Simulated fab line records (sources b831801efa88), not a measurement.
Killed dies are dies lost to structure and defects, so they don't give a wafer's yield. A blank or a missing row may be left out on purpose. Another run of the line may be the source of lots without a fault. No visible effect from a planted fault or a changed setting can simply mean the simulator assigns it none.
fab line records || flow sky130
[record] {"lots": 5, "wafers": 15, "lastDay": 49}
route steps=708 shown LI_CONTACT@364 LOCAL_INTERCONNECT@387 PAD_OPEN@708
lots untouched by any fault: they come from a run of this same line in which no faults occurred
startH: the number of hours between the record's first day and the start of the first shown wafer of the lot || waitH: hours from the lot's prior step to this one || " identical to the entry in the row above || L1.1+2: one row covering several wafers at once || - value missing, or start not given || * or withheld: withheld || < > ~ a bound
route shown NAME@n: NAME is a module with steps in the file, n the number in the route of the first one || usual: mean/standard deviation of fault-free wafers || same: alike in all rows || chamber/n: place in a boat || sites: each site's reading || _std_site: their standard deviation || _edge_site: inner sites' mean taken away from outer sites' mean || radiusMm: for every site, how far away it sits from the centre of the wafer || mask NAME#n: copy n || behind: the most recent tool/chamber to have shaped the wafer || hold: why the lot was held/for how many hours/how that ended || device: the transistor (n, p or np) that didn't switch || end of line: at the end of the route, the tests of the same wafers || step lacking rows: just its recipe || killed: at the first sort, the dies lost to defects and structure; wafer yield is something else || map: a wafer's dies, x killed, . not, _ none there
set.NAME: the run value of the setting; set.NAME@STEP: its run value at that earlier step || model.NAME: the simulator's own value behind a step, which no gauge read
lots seen at some steps along the route; tables by step, rows by wafer
services: when a tool's chamber went out of use (startH, in hours from the record's first day, below 0 if earlier), for how many hours, and the reason
[[steps]]
[step SKY_LI_CONTACT_CMP_02]
[recipe] {"material": "PSG", "downForcePsi": 4, "platenRpm": 60, "padVelocityMS": 0.94248}
[step SKY_LI_CONTACT_DEHYDRATE_04]
[recipe] {"tempC": 200, "timeS": 60}
[step SKY_LI_CONTACT_HMDS_05]
[recipe] {"primeTimeS": 60, "primeTempC": 120}
[step SKY_LI_CONTACT_COAT_06]
[recipe] {"resist": "BARC", "tempC": "withheld", "timeS": "withheld", "spinRpm": 3000, "resistThkNm": 60}
[step SKY_LI_CONTACT_COAT_07]
[recipe] {"resist": "KrF-thick", "spinRpm": 3000, "resistThkNm": 450}
[step SKY_LI_CONTACT_SOFTBAKE_08]
[recipe] {"tempC": 100, "timeS": 90, "resist": "KrF-thick"}
[step SKY_LI_CONTACT_EXPOSE_09]
[recipe] {"maskId": "LICM1", "na": 0.8, "sourceShape": "annular", "sigmaInner": 0.55, "sigmaOuter": 0.85, "targetCdNm": 170, "doseMj": 38}
[step SKY_LI_CONTACT_PEB_10]
[recipe] {"pebTempC": "withheld", "pebTimeS": "withheld", "resist": "KrF-thick"}
[step SKY_LI_CONTACT_DEVELOP_11]
[recipe] {"developTimeS": 60, "resist": "KrF-thick", "devTempC": 21}
[step SKY_LI_CONTACT_ETCH_14]
[recipe] {"chemistry": "N2/H2", "target": "BARC", "ionEnergyEv": 200, "sourceW": 500, "biasW": 100, "pressureMtorr": 30, "n2FlowSccm": 100, "h2FlowSccm": 200, "stopOn": "SiO2", "timeS": 45.9, "targetDepthA": 600}
[usual] {"chamberPressureMTorr": "30.001/0.027", "drypumpMotorCurrentA": "5.7/0.44", "oesProductAu": "0.855/0.0051", "throttleValvePct": "13.225/0.009"}
{"lot.wafer": "L427.2", "tool": "rieDiel-02", "chamber": 1, "startH": 747.28, "waitH": 0.0, "chamberPressureMTorr": 30.008, "drypumpMotorCurrentA": 5.9, "oesProductAu": 0.847, "rfHoursCounterH": 9, "throttleValvePct": 13.229}
{"lot.wafer": "L427.4", "tool": "rieDiel-02", "chamber": 2, "startH": 747.28, "waitH": 0.0, "chamberPressureMTorr": 29.992, "drypumpMotorCurrentA": 5.2, "oesProductAu": 0.857, "rfHoursCounterH": 6, "throttleValvePct": 13.212}
{"lot.wafer": "L427.5", "tool": "rieDiel-02", "chamber": 2, "startH": 747.28, "waitH": 0.0, "chamberPressureMTorr": 29.983, "drypumpMotorCurrentA": 5.2, "oesProductAu": 0.858, "rfHoursCounterH": "-", "throttleValvePct": 13.223}
{"lot.wafer": "L428.1", "tool": "rieDiel-01", "chamber": 3, "startH": 754.67, "waitH": 0.0, "chamberPressureMTorr": 30.002, "drypumpMotorCurrentA": 5.7, "oesProductAu": 0.856, "rfHoursCounterH": 10, "throttleValvePct": 13.225}
{"lot.wafer": "L428.5", "tool": "rieDiel-01", "chamber": 1, "startH": 754.67, "waitH": 0.0, "chamberPressureMTorr": 29.989, "drypumpMotorCurrentA": 6.2, "oesProductAu": 0.860, "rfHoursCounterH": "-", "throttleValvePct": 13.238}
{"lot.wafer": "L428.6", "tool": "rieDiel-01", "chamber": 0, "startH": 754.67, "waitH": 0.0, "chamberPressureMTorr": 29.991, "drypumpMotorCurrentA": 5.7, "oesProductAu": 0.854, "rfHoursCounterH": "-", "throttleValvePct": 13.235}
{"lot.wafer": "L435.1", "tool": "rieDiel-02", "chamber": 3, "startH": 807.82, "waitH": 0.0, "chamberPressureMTorr": 30.016, "drypumpMotorCurrentA": 5.3, "oesProductAu": 0.858, "rfHoursCounterH": 18, "throttleValvePct": 13.228}
{"lot.wafer": "L435.2", "tool": "rieDiel-02", "chamber": 1, "startH": 807.82, "waitH": 0.0, "chamberPressureMTorr": 29.958, "drypumpMotorCurrentA": 5.9, "oesProductAu": 0.858, "rfHoursCounterH": 11, "throttleValvePct": 13.215}
{"lot.wafer": "L435.3", "tool": "rieDiel-02", "chamber": 2, "startH": 807.82, "waitH": 0.0, "chamberPressureMTorr": 30.072, "drypumpMotorCurrentA": 5.2, "oesProductAu": 0.861, "rfHoursCounterH": 8, "throttleValvePct": 13.221}
{"lot.wafer": "L436.2", "tool": "rieDiel-02", "chamber": 0, "startH": 817.27, "waitH": 0.0, "chamberPressureMTorr": 29.941, "drypumpMotorCurrentA": 6.3, "oesProductAu": 0.860, "rfHoursCounterH": 12, "throttleValvePct": 13.228}
{"lot.wafer": "L436.3", "tool": "rieDiel-02", "chamber": 1, "startH": 817.27, "waitH": 0.0, "chamberPressureMTorr": 30.002, "drypumpMotorCurrentA": 5.9, "oesProductAu": 0.855, "rfHoursCounterH": 11, "throttleValvePct": 13.228}
{"lot.wafer": "L436.4", "tool": "rieDiel-02", "chamber": 3, "startH": 817.27, "waitH": 0.0, "chamberPressureMTorr": 29.991, "drypumpMotorCurrentA": 5.3, "oesProductAu": 0.854, "rfHoursCounterH": 18, "throttleValvePct": 13.220}
{"lot.wafer": "L437.2", "tool": "rieDiel-02", "chamber": 1, "startH": 820.02, "waitH": 0.0, "chamberPressureMTorr": 29.937, "drypumpMotorCurrentA": 5.9, "oesProductAu": 0.862, "rfHoursCounterH": 11, "throttleValvePct": 13.212}
{"lot.wafer": "L437.3", "tool": "rieDiel-02", "chamber": 2, "startH": 820.02, "waitH": 0.0, "chamberPressureMTorr": 29.970, "drypumpMotorCurrentA": 5.2, "oesProductAu": 0.858, "rfHoursCounterH": 8, "throttleValvePct": 13.210}
{"lot.wafer": "L437.4", "tool": "rieDiel-02", "chamber": 0, "startH": 820.02, "waitH": 0.0, "chamberPressureMTorr": 30.032, "drypumpMotorCurrentA": 6.3, "oesProductAu": 0.853, "rfHoursCounterH": 12, "throttleValvePct": 13.214}
[step SKY_LI_CONTACT_ETCH_15]
[recipe] {"target": "PSG", "chemistry": "C4F8/O2/Ar", "stopOn": "Si", "taperDeg": 4.15, "maskMaterial": "KrF-thick", "sourceW": 1500, "biasW": 1200, "pressureMtorr": 40, "c4f8FlowSccm": "withheld", "O2_flow_sccm": 6, "Ar_flow_sccm": 300, "timeS": "withheld", "targetDepthA": 6000}
[step SKY_LI_CONTACT_STRIP_16]
[recipe] {"chemistry": "O2/N2", "powerW": 1400, "pressureMtorr": 1500, "platenTempC": "withheld", "o2FlowSccm": 3000, "n2FlowSccm": 300, "overashFraction": 0.5}
[step SKY_LI_CONTACT_CLEAN_17]
[recipe] {"chemistry": "NMP", "timeS": 600, "tempC": 60, "dry": "n2Spin"}
[step SKY_LI_CONTACT_PRE_CLEAN_18]
[recipe] {"gas": "Ar", "timeS": 5.6, "biasV": 358}
[step SKY_LI_CONTACT_SPUTTER_19]
[recipe] {"material": "Ti", "targetThkNm": 20, "chamberPressurePa": 5, "powerW": 2500, "substrateTempC": 200, "timeS": 106.37}
[step SKY_LI_CONTACT_SPUTTER_20]
[recipe] {"material": "TiN", "targetThkNm": 20, "chamberPressurePa": 5, "powerW": 4000, "timeS": 80}
[step SKY_LI_CONTACT_CVD_21]
[recipe] {"material": "W", "targetThkNm": 400, "timeS": 120.56, "tempC": 400, "pressureTorr": 40}
[step SKY_LI_CONTACT_CMP_24]
[recipe] {"stopOn": "PSG", "tOverpolishS": 20, "downForcePsi": 3.5, "platenRpm": 60, "targetThkNm": 0, "padVelocityMS": 0.94248}
[step SKY_LOCAL_INTERCONNECT_SPUTTER_00]
[recipe] {"material": "TiN", "targetThkNm": 100, "tempC": 300, "powerW": 6500, "timeS": 83.3, "chamberPressurePa": 0.4}
[step SKY_LOCAL_INTERCONNECT_DEHYDRATE_03]
[recipe] {"tempC": 200, "timeS": 60}
[step SKY_LOCAL_INTERCONNECT_HMDS_04]
[recipe] {"primeTimeS": 60, "primeTempC": 120}
[step SKY_LOCAL_INTERCONNECT_COAT_05]
[recipe] {"resist": "BARC", "tempC": "withheld", "timeS": "withheld", "spinRpm": 3000, "resistThkNm": 60}
[step SKY_LOCAL_INTERCONNECT_COAT_06]
[recipe] {"resist": "KrF-thick", "spinRpm": 3000, "resistThkNm": 450}
[step SKY_LOCAL_INTERCONNECT_SOFTBAKE_07]
[recipe] {"tempC": 100, "timeS": 90, "resist": "KrF-thick"}
[step SKY_LOCAL_INTERCONNECT_EXPOSE_08]
[recipe] {"maskId": "LI1M", "na": 0.8, "sourceShape": "annular", "sigmaInner": 0.55, "sigmaOuter": 0.85, "targetCdNm": 170, "doseMj": 28}
[step SKY_LOCAL_INTERCONNECT_PEB_09]
[recipe] {"pebTempC": "withheld", "pebTimeS": "withheld", "resist": "KrF-thick"}
[step SKY_LOCAL_INTERCONNECT_DEVELOP_10]
[recipe] {"developTimeS": 60, "resist": "KrF-thick", "devTempC": 21}
[step SKY_LOCAL_INTERCONNECT_ETCH_13]
[recipe] {"chemistry": "N2/H2", "target": "BARC", "ionEnergyEv": 200, "biasW": 100, "pressureMtorr": 30, "n2FlowSccm": 100, "h2FlowSccm": 200, "icpW": 500, "stopOn": "SiO2", "timeS": 45.9, "targetDepthA": 600}
[step SKY_LOCAL_INTERCONNECT_METAL_ETCH_14]
[recipe] {"targetDepthNm": 110, "stopOn": "PSG", "chemistry": "Cl2/BCl3", "target": "TiN", "resistSidewallDeg": 88, "pressureMtorr": 10, "icpW": 900, "biasW": 48.5, "Cl2_flow_sccm": 60, "bcl3FlowSccm": 30, "timeS": 31.4}
[step SKY_LOCAL_INTERCONNECT_STRIP_15]
[recipe] {"chemistry": "O2/N2", "powerW": 1400, "pressureMtorr": 1500, "platenTempC": "withheld", "o2FlowSccm": 3000, "n2FlowSccm": 300, "overashFraction": 0.5}
[step SKY_LOCAL_INTERCONNECT_STRIP_16]
[recipe] {"chemistry": "postEtchResidueRemover", "timeS": 1200, "tempC": 72.5}
[step SKY_LOCAL_INTERCONNECT_CLEAN_17]
[recipe] {"chemistry": "IPA", "timeS": 180, "tempC": 25}
[step SKY_LOCAL_INTERCONNECT_CLEAN_18]
[recipe] {"chemistry": "O3/DIW", "dry": "n2Spin"}
[step SKY_PAD_OPEN_PROBE_99]
[usual] {"killed_at_M0_to_M3": "43/6.4", "killed_at_M4_up": "2.8/1.7", "killedAtContacts": "24/5.5", "killedAtFrontEnd": "15/4", "killedAtOther": "0.3/0.54", "killedDies": "86/9.1", "killedOnRim": "17/3.9", "killedOpen": "47/6.6", "killedShort": "39/6.2"}
[same] {"grossDies": 492, "killedAtBackSide": 0}
{"lot.wafer": "L427.2", "tool": "prober-01", "chamber": "-", "startH": 1132.07, "waitH": 0.1, "killed_at_M0_to_M3": 44, "killed_at_M4_up": 2, "killedAtContacts": 22, "killedAtFrontEnd": 10, "killedAtOther": 0, "killedDies": 78, "killedOnRim": 15, "killedOpen": 48, "killedShort": 30}
{"lot.wafer": "L427.4", "tool": "prober-01", "chamber": "-", "startH": 1132.17, "waitH": 0.2, "killed_at_M0_to_M3": 27, "killed_at_M4_up": 9, "killedAtContacts": 17, "killedAtFrontEnd": 16, "killedAtOther": 0, "killedDies": 69, "killedOnRim": 8, "killedOpen": 46, "killedShort": 23}
{"lot.wafer": "L427.5", "tool": "prober-01", "chamber": "-", "startH": 1132.22, "waitH": 0.2, "killed_at_M0_to_M3": 34, "killed_at_M4_up": 1, "killedAtContacts": 24, "killedAtFrontEnd": 12, "killedAtOther": 0, "killedDies": 71, "killedOnRim": 15, "killedOpen": 35, "killedShort": 36}
{"lot.wafer": "L428.1", "tool": "prober-02", "chamber": "-", "startH": 1133.97, "waitH": 0.1, "killed_at_M0_to_M3": 56, "killed_at_M4_up": 2, "killedAtContacts": 25, "killedAtFrontEnd": 18, "killedAtOther": 0, "killedDies": 101, "killedOnRim": 16, "killedOpen": 58, "killedShort": 43}
{"lot.wafer": "L428.5", "tool": "prober-02", "chamber": "-", "startH": 1134.17, "waitH": 0.2, "killed_at_M0_to_M3": 52, "killed_at_M4_up": 2, "killedAtContacts": 29, "killedAtFrontEnd": 11, "killedAtOther": 0, "killedDies": 94, "killedOnRim": 16, "killedOpen": 58, "killedShort": 36}
{"lot.wafer": "L428.6", "tool": "prober-02", "chamber": "-", "startH": 1134.22, "waitH": 0.2, "killed_at_M0_to_M3": 48, "killed_at_M4_up": 1, "killedAtContacts": 33, "killedAtFrontEnd": 9, "killedAtOther": 1, "killedDies": 92, "killedOnRim": 15, "killedOpen": 50, "killedShort": 42}
{"lot.wafer": "L435.1", "tool": "prober-01", "chamber": "-", "startH": 1169.85, "waitH": 0.1, "killed_at_M0_to_M3": 42, "killed_at_M4_up": 2, "killedAtContacts": 28, "killedAtFrontEnd": 20, "killedAtOther": 0, "killedDies": 92, "killedOnRim": 16, "killedOpen": 46, "killedShort": 46}
{"lot.wafer": "L435.2", "tool": "prober-01", "chamber": "-", "startH": 1169.90, "waitH": 0.1, "killed_at_M0_to_M3": 36, "killed_at_M4_up": 3, "killedAtContacts": 99, "killedAtFrontEnd": 13, "killedAtOther": 1, "killedDies": 152, "killedOnRim": 21, "killedOpen": 47, "killedShort": 34}
{"lot.wafer": "L435.3", "tool": "prober-01", "chamber": "-", "startH": 1169.95, "waitH": 0.2, "killed_at_M0_to_M3": 44, "killed_at_M4_up": 3, "killedAtContacts": 18, "killedAtFrontEnd": 15, "killedAtOther": 0, "killedDies": 80, "killedOnRim": 17, "killedOpen": 41, "killedShort": 39}
{"lot.wafer": "L436.2", "tool": "prober-02", "chamber": "-", "startH": 1174.80, "waitH": 0.1, "killed_at_M0_to_M3": 41, "killed_at_M4_up": 3, "killedAtContacts": 19, "killedAtFrontEnd": 18, "killedAtOther": 0, "killedDies": 81, "killedOnRim": 7, "killedOpen": 46, "killedShort": 35}
{"lot.wafer": "L436.3", "tool": "prober-02", "chamber": "-", "startH": 1174.85, "waitH": 0.2, "killed_at_M0_to_M3": 41, "killed_at_M4_up": 2, "killedAtContacts": 79, "killedAtFrontEnd": 13, "killedAtOther": 1, "killedDies": 136, "killedOnRim": 12, "killedOpen": 40, "killedShort": 30}
{"lot.wafer": "L436.4", "tool": "prober-02", "chamber": "-", "startH": 1174.90, "waitH": 0.2, "killed_at_M0_to_M3": 41, "killed_at_M4_up": 3, "killedAtContacts": 27, "killedAtFrontEnd": 13, "killedAtOther": 0, "killedDies": 84, "killedOnRim": 15, "killedOpen": 48, "killedShort": 36}
{"lot.wafer": "L437.2", "tool": "prober-01", "chamber": "-", "startH": 1178.44, "waitH": 0.1, "killed_at_M0_to_M3": 48, "killed_at_M4_up": 3, "killedAtContacts": 91, "killedAtFrontEnd": 11, "killedAtOther": 0, "killedDies": 153, "killedOnRim": 18, "killedOpen": 49, "killedShort": 33}
{"lot.wafer": "L437.3", "tool": "prober-01", "chamber": "-", "startH": 1178.49, "waitH": 0.2, "killed_at_M0_to_M3": 39, "killed_at_M4_up": 4, "killedAtContacts": 15, "killedAtFrontEnd": 17, "killedAtOther": 0, "killedDies": 75, "killedOnRim": 13, "killedOpen": 42, "killedShort": 33}
{"lot.wafer": "L437.4", "tool": "prober-01", "chamber": "-", "startH": 1178.54, "waitH": 0.2, "killed_at_M0_to_M3": 35, "killed_at_M4_up": 3, "killedAtContacts": 15, "killedAtFrontEnd": 8, "killedAtOther": 0, "killedDies": 61, "killedOnRim": 12, "killedOpen": 45, "killedShort": 16}
// killed by level:class
L427.2 VIA1:geometricParticle:open=12 VIA3:geometricParticle:open=9 LI_CONTACT:geometricParticle:open=8 CONTACT:geometricParticle:short=5 VIA2:geometricParticle:open=5 FIELD_ISO:geometricParticle:short=4 CONTACT:geometricParticle:open=4 LI_CONTACT:geometricParticle:short=3
L427.4 VIA1:geometricParticle:open=8 VIA2:geometricParticle:open=8 LI_CONTACT:geometricParticle:open=6 VIA3:geometricParticle:open=5 POLY_GATE:geometricParticle:open=5 METAL4:geometricParticle:short=5 LOCAL_INTERCONNECT:geometricParticle:short=4 CONTACT:geometricParticle:open=4
L427.5 VIA3:geometricParticle:open=8 CONTACT:geometricParticle:short=7 CONTACT:geometricParticle:open=7 VIA1:geometricParticle:open=6 VIA1:geometricParticle:short=5 METAL1:geometricParticle:short=5 FIELD_ISO:geometricParticle:open=4 LI_CONTACT:geometricParticle:open=4
L428.1 VIA3:geometricParticle:open=11 VIA1:geometricParticle:open=9 CONTACT:geometricParticle:open=8 FIELD_ISO:geometricParticle:open=7 VIA2:geometricParticle:open=6 POLY_GATE:geometricParticle:open=6 LI_CONTACT:geometricParticle:open=6 CONTACT:geometricParticle:short=6
L428.5 VIA1:geometricParticle:open=15 CONTACT:geometricParticle:open=11 LI_CONTACT:geometricParticle:open=8 VIA1:geometricParticle:short=6 VIA3:geometricParticle:open=5 METAL1:geometricParticle:short=5 LI_CONTACT:geometricParticle:short=4 METAL2:geometricParticle:short=4
L428.6 CONTACT:geometricParticle:open=10 VIA1:geometricParticle:open=9 CONTACT:geometricParticle:short=7 VIA2:geometricParticle:open=7 VIA3:geometricParticle:open=6 LI_CONTACT:geometricParticle:open=6 VIA1:geometricParticle:short=6 LOCAL_INTERCONNECT:geometricParticle:short=5
L435.1 LI_CONTACT:geometricParticle:open=11 METAL2:geometricParticle:short=10 VIA1:geometricParticle:open=8 FIELD_ISO:geometricParticle:open=6 METAL1:geometricParticle:short=6 CONTACT:geometricParticle:open=6 CONTACT:geometricParticle:short=5 METAL2:geometricParticle:open=5
L435.2 LI_CONTACT:unspecified=71 VIA1:geometricParticle:open=10 CONTACT:geometricParticle:open=9 METAL2:geometricParticle:short=8 VIA2:geometricParticle:open=8 POLY_GATE:geometricParticle:short=5 LI_CONTACT:geometricParticle:open=5 LOCAL_INTERCONNECT:geometricParticle:short=5
L435.3 VIA1:geometricParticle:open=11 LI_CONTACT:geometricParticle:open=7 VIA1:geometricParticle:short=5 VIA3:geometricParticle:open=5 VIA2:geometricParticle:open=4 CONTACT:geometricParticle:open=4 METAL2:geometricParticle:short=4 METAL3:geometricParticle:short=4
L436.2 VIA2:geometricParticle:open=8 LI_CONTACT:geometricParticle:open=8 VIA1:geometricParticle:open=8 VIA3:geometricParticle:open=8 METAL3:geometricParticle:short=6 POLY_GATE:geometricParticle:short=5 FIELD_ISO:geometricParticle:short=4 POLY_GATE:geometricParticle:open=4
L436.3 LI_CONTACT:unspecified=66 VIA2:geometricParticle:open=12 VIA1:geometricParticle:open=8 FIELD_ISO:geometricParticle:open=4 POLY_GATE:geometricParticle:open=4 LI_CONTACT:geometricParticle:short=4 METAL1:geometricParticle:short=4 VIA2:geometricParticle:short=3
L436.4 VIA1:geometricParticle:open=14 LI_CONTACT:geometricParticle:open=8 CONTACT:geometricParticle:open=8 CONTACT:geometricParticle:short=7 METAL2:geometricParticle:short=5 METAL3:geometricParticle:short=5 VIA2:geometricParticle:open=5 VIA3:geometricParticle:open=5
L437.2 LI_CONTACT:unspecified=71 VIA2:geometricParticle:open=11 CONTACT:geometricParticle:open=10 VIA1:geometricParticle:open=8 VIA1:geometricParticle:short=7 LI_CONTACT:geometricParticle:open=6 METAL1:geometricParticle:short=5 VIA3:geometricParticle:open=5
L437.3 VIA2:geometricParticle:open=10 CONTACT:geometricParticle:open=6 VIA1:geometricParticle:open=6 POLY_GATE:geometricParticle:short=5 METAL2:geometricParticle:short=5 FIELD_ISO:geometricParticle:open=4 METAL1:geometricParticle:short=4 VIA3:geometricParticle:open=4
L437.4 VIA1:geometricParticle:open=17 LI_CONTACT:geometricParticle:open=6 CONTACT:geometricParticle:open=6 VIA2:geometricParticle:open=4 VIA3:geometricParticle:open=4 FIELD_ISO:geometricParticle:open=2 FIELD_ISO:geometricParticle:short=2 POLY_GATE:geometricParticle:short=2
// map L435.2 (x killed, . not)
__________.......x.x_________
________x.....x.....x._______
______.xx.............x._____
_____x.xx..x...x..x......____
____.................x....___
___................x....x..__
__.x.x........xxx..........x_
_.x.x.x.....x...x......xx....
_x.....xxx..xx....x..........
_....x..x........x...x.x..x..
_.xx.x...x..xx.x.............
_..x.......xxxxx...xx...x...x
_...x..x.xxxxxxxxx.x...x.x...
_...x.x.xxxxxxxxxxxx.....xx..
_x......xxxxxxxxxxx.....x....
__....xxxxxxxxxxxx.....xxx.x_
___.....xxxxxxxxxx.......x.__
____x....xxxxxxxx.........___
_____.......xxx..xxx....x____
______........xx....x.x._____
________.............x_______
__________.........x_________
// map L436.3 (x killed, . not)
__________.........x_________
________.............._______
______.......x..x......._____
_____.......x.x..x.....xx____
____.xxx.............x..x.___
___........x....xx.........__
__......x....x.x......x.x..._
_.x........x................x
_.x.x..............x..x......
_...x......x.xx...x........x.
_..........x..xx......x....x.
_.........xxxxx..............
_....xx.xxxxxxxxxx.x.x.......
_.x.x.xxxxxxxxxxx..x.........
_x.x....xxxxxxxxxxx..........
__xx.x...xxxxxxxxx....x....._
___....x.xxxxxxxxx...x.x...__
____...xxxxxxxxxxx........___
_____.....xxxxxx.........____
______.....x.x.....x...._____
________..xx..x.xx...._______
__________x........._________
[[services]]
{"tool": "rieDiel-01", "chamber": 1, "startH": 725.57, "hours": 6.5, "kind": "repair"}
{"tool": "rieDiel-01", "chamber": 3, "startH": 760.04, "hours": 3.0, "kind": "repair"}
{"tool": "rieDiel-02", "chamber": 0, "startH": 768.13, "hours": 8.8, "kind": "repair"}
{"tool": "rieDiel-01", "chamber": "-", "startH": 810.39, "hours": 0.5, "kind": "repair"}
[[key]]
[firstSign] {"step": "SKY_PAD_OPEN_PROBE_99", "reading": "killedAtContacts", "direction": "up", "sigmas": 12, "usual": 24, "struck": 90}
[effect] {"step": "SKY_PAD_OPEN_PROBE_99", "reading": "killedDies", "direction": "up", "sigmas": 6.7, "usual": 86, "struck": 147}
metAt SKY_LI_CONTACT_ETCH_14
struckWafers L435.2,L436.3,L437.2
testerLeftOut L435,L436,L437
onsetBetween 747.28 807.82
[fault] {"kind": "chamberParticleSource", "tool": "rieDiel-02", "chamber": 1, "onsetH": 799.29, "steps": "SKY_LI_CONTACT_ETCH_14", "ratePerVisitCm2": 2.2448, "endH": 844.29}
// testerLeftOut: of these lots the tester's yield and bins aren't shown, on N5 and GAA mostly nor the transistor test; their killed dies are dies lost to structure and defects alone, not to doping, threshold or leakage, so they don't give the yield
